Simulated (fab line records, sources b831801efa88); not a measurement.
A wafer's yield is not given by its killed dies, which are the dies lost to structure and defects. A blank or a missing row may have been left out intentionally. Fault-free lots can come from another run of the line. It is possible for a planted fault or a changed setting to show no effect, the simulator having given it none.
fab line records	flow sky130
record: lots: 12	wafers: 36	last-day: 50
route steps=708 shown METAL1@452 VIA1@461 METAL2@483 PAD_OPEN@708
lots untouched by any fault: they come from a run of this same line in which no faults occurred
start-h: hours from the record's first day to the start of the lot's first wafer shown	wait-h: how many hours have passed since the lot's step before this one	" as in the row above	L1.1+2: one row covering several wafers at once	- no value, or no start was given	* or withheld: withheld	< > ~ a bound
route shown NAME@n: NAME is a module with steps in the file, n the number in the route of the first one	usual: mean/standard deviation of fault-free wafers	same: alike in all rows	chamber/n: place in a boat	sites: the reading at each site	_std_site: standard deviation of those values	_edge_site: outer sites' mean less inner sites'	radius-mm: how far each site lies from the wafer's centre	mask NAME#n: copy n	behind: the most recent tool/chamber to have shaped the wafer	hold: the reason the lot was held/the length of the hold in hours/how it ended	device: which transistor (n, p or np) failed to switch	end of line: the route-end tests of the same wafers	a step given without rows: its recipe and nothing more	killed: at the first sort, the dies lost to defects and structure; wafer yield is something else	map: a wafer's dies, x killed, . not, _ none there
set.NAME: the setting the step ran with; set.NAME@STEP: the setting that earlier step ran with	model.NAME: the simulator's own value behind a step, which no gauge read
one table for each step of the route and one row for each wafer, over a sample of lots
services: the hour from which a tool's chamber was out of use, counted from the record's first day as start-h (under 0 if before that day), plus the number of hours and why
== steps ==
step: SKY_METAL1_ETCH_18
recipe: chemistry: N2/H2	target: BARC	ion-energy-ev: 200	bias-w: 100	pressure-mtorr: 30	n2-flow-sccm: 100	h2-flow-sccm: 200	icp-w: 500	stop-on: SiO2	time-s: 45.9	target-depth-a: 600
usual: drypump-motor-current-A: 5.6/0.42	oes-product-au: 0.855/0.005	throttle-valve-pct: 13.224/0.0095
lot.wafer	tool	chamber	start-h	wait-h	drypump-motor-current-A	oes-product-au	rf-hours-counter-h	throttle-valve-pct
L442.1	rie-metal-03	1	805.06	0.0	6.2	0.853	1	13.233
L442.4	"	1	"	"	6.2	0.853	-	13.229
L442.6	"	0	"	"	5.5	0.850	-	13.219
L444.1	rie-metal-04	0	818.20	0.0	5.1	0.850	14	13.221
L444.3	"	1	"	"	6.1	0.854	-	13.226
L444.5	"	0	"	"	5.0	0.858	-	13.209
L445.2	rie-metal-02	0	818.63	0.0	5.6	0.855	10	13.223
L445.5	"	1	"	"	5.2	0.857	-	13.227
L445.6	"	0	"	"	5.6	0.849	-	13.220
L446.1	rie-metal-03	0	823.21	0.0	5.5	0.859	5	13.236
L446.2	"	1	"	"	6.2	0.846	1	13.229
L446.5	"	0	"	"	5.5	0.855	-	13.210
L447.2	rie-metal-04	1	833.38	0.0	6.1	0.857	8	13.241
L447.3	"	0	"	"	5.0	0.862	-	13.243
L447.5	"	1	"	"	6.1	0.857	-	13.227
L448.2	rie-metal-04	1	840.31	0.0	6.1	0.851	9	13.224
L448.4	"	1	"	"	6.1	0.862	-	13.214
L448.6	"	0	"	"	5.0	0.857	-	13.238
L449.1	rie-metal-03	0	851.60	0.0	5.5	0.854	6	13.229
L449.2	"	1	"	"	6.2	0.843	2	13.237
L449.4	"	1	"	"	6.2	0.853	-	13.217
L451.1	rie-metal-02	0	856.48	0.0	5.6	0.857	12	13.238
L451.4	"	0	"	"	5.6	0.849	-	13.230
L451.5	"	1	"	"	5.2	0.856	-	13.223
L452.1	rie-metal-04	1	864.96	0.1	6.1	0.854	10	13.222
L452.3	"	1	"	"	6.1	0.864	-	13.221
L452.5	"	1	"	"	6.1	0.856	-	13.218
L459.1	rie-metal-04	0	929.03	0.0	5.0	0.857	2	13.214
L459.4	"	0	"	"	5.0	0.852	-	13.229
L459.5	"	0	"	"	5.0	0.859	-	13.230
L461.1	rie-metal-03	0	933.48	0.0	5.5	0.855	10	13.226
L461.4	"	0	"	"	5.5	0.850	-	13.224
L461.5	"	1	"	"	6.2	0.856	-	13.226
L460.2	rie-metal-02	0	934.00	0.0	5.6	0.851	16	13.222
L460.5	"	1	"	"	5.2	0.856	-	13.234
L460.6	"	0	"	"	5.6	0.864	-	13.236
step: SKY_VIA1_BOW_MEAS_03
recipe: mode: bow
usual: VIA1_BOW: 82/7.3
lot.wafer	tool	chamber	start-h	wait-h	VIA1_BOW[um]
L442.1	film-metro-04	-	806.71	0.1	79
L442.4	"	-	"	"	81
L442.6	"	-	"	"	88
L444.1	film-metro-02	-	819.44	0.2	85
L444.3	"	-	"	"	81
L444.5	"	-	"	"	87
L445.2	film-metro-01	-	820.06	0.2	78
L445.5	"	-	"	"	82
L445.6	"	-	"	"	71
L446.1	film-metro-04	-	824.46	0.1	82
L446.2	"	-	"	"	68
L446.5	"	-	"	"	82
L447.2	film-metro-01	-	834.74	0.3	84
L447.3	"	-	"	"	85
L447.5	"	-	"	"	83
L448.2	film-metro-02	-	841.98	0.2	73
L448.4	"	-	"	"	82
L448.6	"	-	"	"	82
L449.1	film-metro-02	-	852.82	0.1	78
L449.2	"	-	"	"	84
L449.4	"	-	"	"	87
L451.1	film-metro-01	-	857.70	0.2	76
L451.4	"	-	"	"	75
L451.5	"	-	"	"	83
L452.1	film-metro-02	-	866.33	0.1	77
L452.3	"	-	"	"	74
L452.5	"	-	"	"	62
L459.1	film-metro-02	-	930.25	0.1	83
L459.4	"	-	"	"	86
L459.5	"	-	"	"	86
L461.1	film-metro-02	-	934.70	0.1	76
L461.4	"	-	"	"	82
L461.5	"	-	"	"	82
L460.2	film-metro-04	-	935.32	0.2	84
L460.5	"	-	"	"	84
L460.6	"	-	"	"	63
step: SKY_METAL2_SPUTTER_00
recipe: material: Ti	target-thk-nm: 15	power-w: 3000	time-s: 10	chamber-pressure-pa: 0.4
usual: cathode-dc-power-W: 3000.0/0.59	throttle-valve-pct: 29.6/0.82
lot.wafer	tool	chamber	start-h	wait-h	cathode-dc-power-W	throttle-valve-pct
L442.1	pvd-sputter-02	-	833.23	0.1	2999.6	28.8
L442.4	"	-	"	"	3000.1	31.6
L442.6	"	-	"	"	2999.5	29.4
L444.1	pvd-sputter-02	-	845.99	0.2	2999.4	28.8
L444.3	"	-	"	"	2999.9	31.5
L444.5	"	-	"	"	2999.1	29.8
L445.2	pvd-sputter-02	-	846.72	0.1	2999.4	29.6
L445.5	"	-	"	"	2999.3	29.1
L445.6	"	-	"	"	3001.3	28.8
L446.1	pvd-sputter-02	-	851.24	0.1	2999.6	31.3
L446.2	"	-	"	"	2999.4	29.4
L446.5	"	-	"	"	3001.0	28.7
L447.2	pvd-sputter-02	-	859.97	0.1	3000.6	31.4
L447.3	"	-	"	"	3000.3	28.5
L447.5	"	-	"	"	3000.2	29.5
L448.2	pvd-sputter-02	-	868.37	0.2	3366.5	31.6
L448.4	"	-	"	"	3364.7	31.4
L448.6	"	-	"	"	3364.5	28.7
L449.1	pvd-sputter-02	-	880.84	0.2	3364.9	31.6
L449.2	"	-	"	"	3366.0	28.7
L449.4	"	-	"	"	3364.9	30.1
L451.1	pvd-sputter-03	-	885.33	0.1	3000.0	29.5
L451.4	"	-	"	"	3000.4	29.8
L451.5	"	-	"	"	3001.1	29.5
L452.1	pvd-sputter-03	-	892.96	0.1	3000.1	29.6
L452.3	"	-	"	"	3000.1	29.3
L452.5	"	-	"	"	2999.0	29.4
L459.1	pvd-sputter-03	-	956.39	0.1	3000.2	29.5
L459.4	"	-	"	"	3000.3	30.3
L459.5	"	-	"	"	2999.4	29.5
L461.1	pvd-sputter-01	-	960.52	0.2	2999.5	29.9
L461.4	"	-	"	"	3000.5	28.2
L461.5	"	-	"	"	3001.0	29.1
L460.2	pvd-sputter-03	-	961.49	0.2	3000.6	29.5
L460.5	"	-	"	"	3000.8	29.9
L460.6	"	-	"	"	2999.1	29.6
step: SKY_METAL2_SPUTTER_04
recipe: material: TiN	target-thk-nm: 70	power-w: 6500	time-s: 58.3	chamber-pressure-pa: 0.4
usual: cathode-dc-power-W: 6500.0/1.2	throttle-valve-pct: 29.6/0.85
lot.wafer	tool	chamber	start-h	wait-h	cathode-dc-power-W	throttle-valve-pct
L442.1	pvd-sputter-02	-	833.32	0.0	6500.1	28.7
L442.4	"	-	"	"	6501.4	31.3
L442.6	"	-	"	"	6498.8	29.5
L444.1	pvd-sputter-02	-	846.08	0.0	6502.2	28.9
L444.3	"	-	"	"	6499.8	31.8
L444.5	"	-	"	"	6499.3	29.8
L445.2	pvd-sputter-02	-	846.81	0.0	6500.1	29.6
L445.5	"	-	"	"	6500.6	29.2
L445.6	"	-	"	"	6500.8	28.6
L446.1	pvd-sputter-02	-	851.33	0.0	6498.2	31.7
L446.2	"	-	"	"	6500.7	29.5
L446.5	"	-	"	"	6499.2	28.8
L447.2	pvd-sputter-02	-	860.06	0.0	6499.1	31.5
L447.3	"	-	"	"	6500.3	28.5
L447.5	"	-	"	"	6500.4	29.9
L448.2	pvd-sputter-02	-	868.46	0.0	6501.8	31.5
L448.4	"	-	"	"	6500.9	31.5
L448.6	"	-	"	"	6499.7	28.7
L449.1	pvd-sputter-02	-	880.93	0.0	6498.6	31.5
L449.2	"	-	"	"	6499.6	28.8
L449.4	"	-	"	"	6500.9	30.0
L451.1	pvd-sputter-03	-	885.42	0.0	6501.8	29.6
L451.4	"	-	"	"	6499.4	30.1
L451.5	"	-	"	"	6499.1	29.5
L452.1	pvd-sputter-03	-	893.05	0.0	6500.5	29.6
L452.3	"	-	"	"	6500.5	29.0
L452.5	"	-	"	"	6499.4	29.7
L459.1	pvd-sputter-03	-	956.48	0.0	6497.6	29.3
L459.4	"	-	"	"	6501.4	30.0
L459.5	"	-	"	"	6501.5	29.3
L461.1	pvd-sputter-01	-	960.61	0.0	6499.6	30.1
L461.4	"	-	"	"	6498.7	28.5
L461.5	"	-	"	"	6500.7	28.6
L460.2	pvd-sputter-03	-	961.58	0.0	6498.3	29.4
L460.5	"	-	"	"	6499.6	30.0
L460.6	"	-	"	"	6501.5	29.5
step: SKY_PAD_OPEN_PROBE_99
usual: defect-limited-yield: 82.3/1.9	killed_at_M0_to_M3: 44/6.9	killed_at_M4_up: 3.0/1.5	killed-at-contacts: 24/5.2	killed-at-front-end: 15/4.1	killed-at-other: 0.4/0.62	killed-dies: 87/9.6	killed-open: 47/7	killed-short: 40/6.2	sort_bin_3_pad_short: 0.9/0.43	sort_bin_5_function: 10.5/1.4	sort_bin_6_memory: 6.4/1.2	sort-n-pass: 405/9.6	sort-yield-pct: 82.3/1.9
same: gross-dies: 492	killed-at-back-side: 0	sort_bin_4_leakage[%]: 0	sort_bin_8_speed[%]: 0
lot.wafer	tool	chamber	start-h	wait-h	defect-limited-yield[%]	killed_at_M0_to_M3	killed_at_M4_up	killed-at-contacts	killed-at-front-end	killed-at-other	killed-dies	killed-open	killed-short	sort_bin_3_pad_short[%]	sort_bin_5_function[%]	sort_bin_6_memory[%]	sort-n-pass	sort-yield-pct[%]
L446.1	prober-01	-	1118.66	0.1	83.3	41	2	22	17	0	82	41	40	0.6	10.0	6.1	410	83.3
L446.2	prober-01	-	1118.71	0.1	85.6	40	4	14	13	0	71	37	34	0.2	8.3	5.9	421	85.6
L446.5	prober-01	-	1118.86	0.2	84.6	40	2	19	15	0	76	43	33	1.0	8.5	5.9	416	84.6
L449.1	prober-02	-	1141.23	0.1	82.5	43	6	25	12	0	86	36	49	0.6	9.8	7.1	406	82.5
L449.2	prober-02	-	1141.28	0.1	80.5	48	3	24	20	1	96	54	42	1.2	11.4	6.9	396	80.5
L449.4	prober-02	-	1141.38	0.2	84.1	38	5	18	17	0	78	36	42	1.4	8.5	5.9	414	84.1
L452.1	prober-01	-	1151.56	0.1	80.7	49	6	25	15	0	95	51	44	0.8	11.8	6.7	397	80.7
L452.3	prober-01	-	1151.66	0.2	83.9	32	3	32	12	0	79	46	33	0.6	9.6	5.9	413	83.9
L452.5	prober-01	-	1151.76	0.2	86.4	27	2	27	11	0	67	35	31	0.4	7.3	5.9	425	86.4
L459.1	prober-02	-	1193.01	0.1	79.3	55	4	33	9	1	102	61	41	0.6	11.2	8.9	390	79.3
L459.4	prober-02	-	1193.16	0.2	80.9	46	4	31	13	0	94	55	39	0.6	11.4	7.1	398	80.9
L459.5	prober-02	-	1193.21	0.2	83.5	44	4	19	14	0	81	46	35	0.8	9.8	5.9	411	83.5
L461.1	prober-01	-	1196.14	0.1	80.3	41	6	31	16	3	97	49	48	1.2	11.4	7.1	395	80.3
L461.4	prober-01	-	1196.29	0.2	79.9	55	1	24	18	1	99	50	48	1.0	12.0	7.1	393	79.9
L461.5	prober-01	-	1196.34	0.2	82.7	45	2	21	17	0	85	47	38	1.4	9.1	6.7	407	82.7
killed by level:class
L446.1 METAL1:geometric-particle:short=11 CONTACT:geometric-particle:open=9 VIA1:geometric-particle:open=8 FIELD_ISO:geometric-particle:open=6 LOCAL_INTERCONNECT:geometric-particle:short=6 FIELD_ISO:geometric-particle:short=5 METAL2:geometric-particle:open=4 LOCAL_INTERCONNECT:geometric-particle:open=3
L446.2 VIA1:geometric-particle:open=9 METAL1:geometric-particle:short=9 CONTACT:geometric-particle:open=8 VIA3:geometric-particle:short=4 METAL2:geometric-particle:short=4 VIA2:geometric-particle:open=4 SONOS_ONO:geometric-particle:short=3 POLY_GATE:geometric-particle:open=3
L446.5 VIA1:geometric-particle:open=13 CONTACT:geometric-particle:open=8 FIELD_ISO:geometric-particle:open=5 LOCAL_INTERCONNECT:geometric-particle:short=5 METAL2:geometric-particle:short=5 POLY_GATE:geometric-particle:short=4 VIA2:geometric-particle:open=4 VIA3:geometric-particle:short=4
L449.1 VIA1:geometric-particle:short=8 CONTACT:geometric-particle:open=7 VIA1:geometric-particle:open=7 VIA2:geometric-particle:open=6 FIELD_ISO:geometric-particle:short=5 LI_CONTACT:geometric-particle:open=5 LI_CONTACT:geometric-particle:short=5 METAL1:geometric-particle:short=5
L449.2 VIA1:geometric-particle:open=12 METAL1:geometric-particle:short=8 VIA3:geometric-particle:open=8 CONTACT:geometric-particle:short=7 CONTACT:geometric-particle:open=7 POLY_GATE:geometric-particle:short=5 LI_CONTACT:geometric-particle:open=5 VIA2:geometric-particle:open=5
L449.4 VIA1:geometric-particle:open=9 CONTACT:geometric-particle:open=8 METAL1:geometric-particle:short=6 FIELD_ISO:geometric-particle:short=5 VIA1:geometric-particle:short=5 FIELD_ISO:geometric-particle:open=4 LI_CONTACT:geometric-particle:open=4 METAL4:geometric-particle:short=4
L452.1 VIA2:geometric-particle:open=11 LI_CONTACT:geometric-particle:open=8 VIA1:geometric-particle:open=8 CONTACT:geometric-particle:open=7 VIA3:geometric-particle:open=6 METAL3:geometric-particle:short=6 LOCAL_INTERCONNECT:geometric-particle:short=5 VIA1:geometric-particle:short=5
L452.3 CONTACT:geometric-particle:open=15 VIA2:geometric-particle:open=6 LI_CONTACT:geometric-particle:open=6 METAL1:geometric-particle:short=6 VIA3:geometric-particle:open=5 CONTACT:geometric-particle:short=5 VIA1:geometric-particle:open=5 FIELD_ISO:geometric-particle:open=4
L452.5 LI_CONTACT:geometric-particle:open=7 VIA2:geometric-particle:open=7 LOCAL_INTERCONNECT:geometric-particle:short=6 CONTACT:geometric-particle:open=6 CONTACT:geometric-particle:short=5 FIELD_ISO:geometric-particle:open=3 POLY_GATE:geometric-particle:short=3 LI_CONTACT:geometric-particle:short=3
L459.1 CONTACT:geometric-particle:open=18 VIA1:geometric-particle:open=16 METAL2:geometric-particle:short=7 METAL3:geometric-particle:short=7 LI_CONTACT:geometric-particle:open=6 VIA3:geometric-particle:open=6 VIA1:geometric-particle:short=6 VIA2:geometric-particle:open=6
L459.4 VIA1:geometric-particle:open=13 CONTACT:geometric-particle:open=11 VIA3:geometric-particle:open=11 LI_CONTACT:geometric-particle:open=10 CONTACT:geometric-particle:short=8 FIELD_ISO:geometric-particle:short=6 POLY_GATE:geometric-particle:short=5 METAL1:geometric-particle:short=4
L459.5 VIA1:geometric-particle:open=12 METAL1:geometric-particle:short=8 CONTACT:geometric-particle:open=7 VIA1:geometric-particle:short=6 VIA2:geometric-particle:open=6 VIA3:geometric-particle:open=5 LI_CONTACT:geometric-particle:open=4 LOCAL_INTERCONNECT:geometric-particle:short=4
L461.1 VIA1:geometric-particle:open=10 LOCAL_INTERCONNECT:geometric-particle:short=9 LI_CONTACT:geometric-particle:open=8 FIELD_ISO:geometric-particle:short=7 CONTACT:geometric-particle:open=7 VIA3:geometric-particle:open=7 METAL1:geometric-particle:short=5 VIA1:geometric-particle:short=5
L461.4 VIA1:geometric-particle:open=10 VIA2:geometric-particle:open=9 LOCAL_INTERCONNECT:geometric-particle:short=8 CONTACT:geometric-particle:open=8 METAL2:geometric-particle:short=7 VIA3:geometric-particle:open=7 METAL3:geometric-particle:short=6 FIELD_ISO:geometric-particle:open=5
L461.5 VIA3:geometric-particle:open=10 VIA1:geometric-particle:open=9 METAL1:geometric-particle:short=9 CONTACT:geometric-particle:open=8 LI_CONTACT:geometric-particle:open=7 VIA2:geometric-particle:short=6 FIELD_ISO:geometric-particle:open=4 POLY_GATE:geometric-particle:short=4
== services ==
tool	chamber	start-h	hours	kind
rie-metal-03	-	805.36	4.3	pm
rie-metal-04	0	840.54	-	clean
rie-metal-04	0	840.54	30.2	scheduled-down
rie-metal-04	0	840.54	30.2	vent-cycle
rie-metal-04	1	866.64	1.6	repair
pvd-sputter-01	-	870.55	4.3	repair
rie-metal-04	0	887.31	3.6	repair
rie-metal-02	-	920.07	4.3	pm
== key ==
first-sign: step: SKY_METAL2_SPUTTER_00	reading: cathode-dc-power-W	direction: up	sigmas: 99+	usual: 3000.0	struck: 3365.2
effect none on later readings
met-at SKY_METAL2_SPUTTER_00
struck-lots L448,L449
not-acting-at SKY_METAL1_ETCH_18,SKY_VIA1_BOW_MEAS_03,SKY_METAL2_SPUTTER_04
onset-between 859.97 868.37
fault: kind: process-parameter-drift	tool: pvd-sputter-02	chamber: -	onset-h: 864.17	steps: SKY_METAL2_SPUTTER_00	channel: power-w	offset: *	shape: step	end-h: 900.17	acts-in: *	stated: *
